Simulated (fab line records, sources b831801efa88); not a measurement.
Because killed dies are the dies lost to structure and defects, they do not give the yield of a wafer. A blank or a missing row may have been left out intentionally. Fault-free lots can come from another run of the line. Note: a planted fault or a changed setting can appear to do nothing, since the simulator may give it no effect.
Which tool is to blame? | flow gf180mcu | Sampling: 13 lots, 39 wafers, 6 of 602 route steps

WHAT THE GAUGES READ, wafer by wafer
GF_HV_LDD_CD_MEAS_46: target cd 400 nm.
lot  | measured     | on       | cdNm (nm)
L368 | day 13 12:01 | cdSem-01 | 399.5 398.6 398.9
L369 | day 13 18:34 | cdSem-02 | 402.3 401.3 400.5
L370 | day 14 05:38 | cdSem-01 | 398.0 399.1 397.8
L371 | day 14 09:01 | cdSem-02 | 397.7 397.8 401.1
L372 | day 15 00:17 | cdSem-02 | 395.7 397.5 399.2
L374 | day 15 11:37 | cdSem-02 | 400.2 403.4 400.6
L380 | day 17 08:09 | cdSem-02 | 399.1 400.9 399.3
L381 | day 17 17:28 | cdSem-01 | 402.9 402.6 403.6
L382 | day 18 04:01 | cdSem-02 | 400.1 401.1 399.8
L385 | day 19 04:14 | cdSem-02 | 393.5 393.6 394.7
L386 | day 19 12:44 | cdSem-02 | 403.5 402.1 401.2
L387 | day 19 23:25 | cdSem-01 | 399.6 399.5 399.4
L388 | day 20 05:46 | cdSem-01 | 404.0 402.1 402.2

GF_NSD_OVL_MEAS_08.
lot  | measured     | on         | NSD_OVL (nm)
L368 | day 14 12:49 | overlay-01 | 3.2 1.0 1.8
L369 | day 14 19:19 | overlay-02 | 1.1 1.7 1.4
L370 | day 15 05:56 | overlay-01 | 1.4 0.9 0.7
L371 | day 15 10:10 | overlay-01 | 2.7 2.3 0.7
L372 | day 15 23:11 | overlay-01 | 1.8 1.4 1.2
L374 | day 16 12:20 | overlay-01 | 2.2 2.8 4.6
L380 | day 18 12:05 | overlay-02 | 0.1 2.3 1.7
L381 | day 18 22:56 | overlay-01 | 1.5 1.0 0.6
L382 | day 19 06:53 | overlay-01 | 0.9 1.8 0.5
L385 | day 20 08:01 | overlay-01 | 2.5 1.4 2.0
L386 | day 20 15:23 | overlay-01 | 0.3 2.0 2.0
L387 | day 21 02:44 | overlay-02 | -0.8 0.4 0.0
L388 | day 21 09:59 | overlay-01 | 0.8 0.4 0.5

GF_PSD_OVL_MEAS_08.
lot  | measured     | on         | PSD_OVL (nm)
L368 | day 15 10:30 | overlay-02 | -0.8 1.9 1.9
L369 | day 15 16:51 | overlay-02 | 2.1 2.3 2.3
L370 | day 16 02:47 | overlay-01 | 0.6 1.7 1.1
L371 | day 16 07:19 | overlay-01 | -0.5 0.7 -0.7
L372 | day 16 22:05 | overlay-02 | 0.6 -0.9 -1.7
L374 | day 17 10:53 | overlay-02 | -1.0 -0.1 -0.6
L380 | day 19 11:22 | overlay-02 | 1.4 0.9 -0.7
L381 | day 19 23:02 | overlay-01 | -0.8 -0.9 0.3
L382 | day 20 06:48 | overlay-01 | 1.0 0.9 1.5
L385 | day 21 07:47 | overlay-02 | 1.4 2.1 0.5
L386 | day 21 15:39 | overlay-02 | -0.3 -0.6 0.5
L387 | day 22 03:05 | overlay-01 | 0.2 0.5 1.6
L388 | day 22 09:41 | overlay-01 | -0.5 -0.3 0.3

GF_PSD_RS_MEAS_14: measurement is done with a four-point probe.
lot  | measured     | on           | NSD_RS (ohm/sq)
L368 | day 15 11:01 | filmMetro-03 | 46.10 46.17 46.22
L369 | day 15 17:20 | filmMetro-01 | 46.22 46.42 46.32
L370 | day 16 03:16 | filmMetro-01 | 46.20 46.30 46.11
L371 | day 16 07:48 | filmMetro-03 | 46.10 46.10 46.24
L372 | day 16 22:39 | filmMetro-04 | 46.09 46.10 46.13
L374 | day 17 11:22 | filmMetro-01 | 46.32 46.44 46.40
L380 | day 19 11:52 | filmMetro-04 | 48.10 47.91 48.17
L381 | day 19 23:31 | filmMetro-03 | 46.07 46.10 45.93
L382 | day 20 07:17 | filmMetro-04 | 48.12 47.91 47.90
L385 | day 21 08:16 | filmMetro-01 | 46.22 46.18 46.09
L386 | day 21 16:08 | filmMetro-04 | 46.07 46.09 46.10
L387 | day 22 03:35 | filmMetro-04 | 45.99 46.17 46.09
L388 | day 22 10:11 | filmMetro-01 | 46.18 46.24 46.21

WHICH TOOL RAN EACH LOT (tool, then ch and the chambers of the sampled wafers, then the start)
lot  | GF_NSD_IMPLANT_09               | GF_NSD_STRIP_11
L368 | implanter-01 ch 0, day 14 12:54 | plasmaAsher-03 ch 0,1, day 14 13:11
L369 | implanter-04 ch 0, day 14 19:22 | plasmaAsher-04 ch 0,1, day 14 19:39
L370 | implanter-01 ch 0, day 15 05:59 | plasmaAsher-03 ch 0,1, day 15 06:17
L371 | implanter-03 ch 0, day 15 10:13 | plasmaAsher-01 ch 0,1, day 15 10:30
L372 | implanter-01 ch 0, day 15 23:14 | plasmaAsher-03 ch 0,1, day 15 23:32
L374 | implanter-01 ch 0, day 16 12:22 | plasmaAsher-04 ch 0,1, day 16 12:40
L380 | implanter-03 ch 0, day 18 12:08 | plasmaAsher-03 ch 0,1, day 18 12:25
L381 | implanter-04 ch 0, day 18 22:58 | plasmaAsher-04 ch 0,1, day 18 23:16
L382 | implanter-03 ch 0, day 19 06:55 | plasmaAsher-01 ch 0,1, day 19 07:13
L385 | implanter-04 ch 0, day 20 08:03 | plasmaAsher-01 ch 0,1, day 20 08:21
L386 | implanter-01 ch 0, day 20 15:25 | plasmaAsher-01 ch 0,1, day 20 15:43
L387 | implanter-01 ch 0, day 21 02:48 | plasmaAsher-04 ch 0,1, day 21 03:04
L388 | implanter-01 ch 0, day 21 10:02 | plasmaAsher-03 ch 0, day 21 10:19
- GF_NSD_IMPLANT_09
- GF_NSD_STRIP_11: strips in O2/N2.

AS READ BY THE TOOLS THEMSELVES (means over the sampled wafers that have a number; for cases with no such wafer, the mark the record gives instead)
GF_NSD_IMPLANT_09.
lot  | tool         | doseIonsCm2
L368 | implanter-01 | 4e+15
L369 | implanter-04 | 4e+15
L370 | implanter-01 | 4e+15
L371 | implanter-03 | 4e+15
L372 | implanter-01 | 4e+15
L374 | implanter-01 | 4e+15
L380 | implanter-03 | 3e+15
L381 | implanter-04 | 4e+15
L382 | implanter-03 | 3e+15
L385 | implanter-04 | 4e+15
L386 | implanter-01 | 4e+15
L387 | implanter-01 | 4e+15
L388 | implanter-01 | 4e+15

GF_NSD_STRIP_11.
lot  | tool           | drypumpMotorCurrentA (A) | heaterPowerW (W) | oesProductAu (a.u.) | stripTimeToEndpointS (s)
L368 | plasmaAsher-03 | 5.6                      | 385              | 0.486               | 22.97
L369 | plasmaAsher-04 | 6.1                      | 307              | 0.489               | 22.94
L370 | plasmaAsher-03 | 5.6                      | 384              | 0.485               | 22.96
L371 | plasmaAsher-01 | 5.7                      | 365              | 0.489               | 22.99
L372 | plasmaAsher-03 | 5.7                      | 391              | 0.484               | 22.97
L374 | plasmaAsher-04 | 6.4                      | 323              | 0.483               | 22.98
L380 | plasmaAsher-03 | 5.6                      | 384              | 0.504               | 21.90
L381 | plasmaAsher-04 | 6.3                      | 322              | 0.481               | 22.98
L382 | plasmaAsher-01 | 6.0                      | 356              | 0.498               | 21.88
L385 | plasmaAsher-01 | 5.7                      | 345              | 0.490               | 22.95
L386 | plasmaAsher-01 | 5.7                      | 342              | 0.491               | 22.96
L387 | plasmaAsher-04 | 6.4                      | 326              | 0.484               | 22.95
L388 | plasmaAsher-03 | 5.4                      | 380              | 0.491               | 22.94

THE ANSWER, worked out from the rows above alone
Rule: what is usual is taken from the lots themselves. The widest of any qualifying gaps counts: lots, ordered by their means at a reading, are off when they make up no more than a third of the lots, leave a main group of 4 or more, and stand apart from it by 3 or more times the standard deviation of that group's means. If all means in a main group match to the digits the tables above print for the reading, that group is not used. Also off: a lot with no number at a reading for which 4 or more lots have one. Any other lot the step has rows for is counted as sound. First the gauges in route order, then the tools' own readings, where a lot's mean is used as printed above. At the first step where some lot is off, the reading lying furthest off is the one used; lots without a number count as furthest.
Off: L380, L382, at GF_PSD_RS_MEAS_14 (NSD_RS). Mean 46.17 ohm/sq and standard deviation 0.1 in the main group.
A tool fits if, at a process step before that reading, it ran every lot that is off, and no sound lot after the first of them. The gauges at GF_PSD_RS_MEAS_14 aren't tried: what is off there is off at GF_NSD_STRIP_11 too, on other tools, and a gauge's error can't cause that. One fits: GF_NSD_IMPLANT_09 on implanter-03. A fault onset in the window from L371 (day 15 10:13, its last sound lot) to L380 (day 18 12:08, its first lot off) fits.
The tool's own readings at GF_NSD_IMPLANT_09 bear it out: on the lots that are off they differ by more than 5 times the standard deviation of the sound lots' means. doseIonsCm2 reads 3e+15 there against 4e+15 on the sound lots.

WHAT WAS PUT IN BY THE SIMULATOR
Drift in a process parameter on implanter-03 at GF_NSD_IMPLANT_09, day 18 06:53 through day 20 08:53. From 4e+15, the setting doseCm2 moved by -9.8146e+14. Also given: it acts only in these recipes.
Lots struck among those shown: L380, L382. The rule given above showed the same thing.
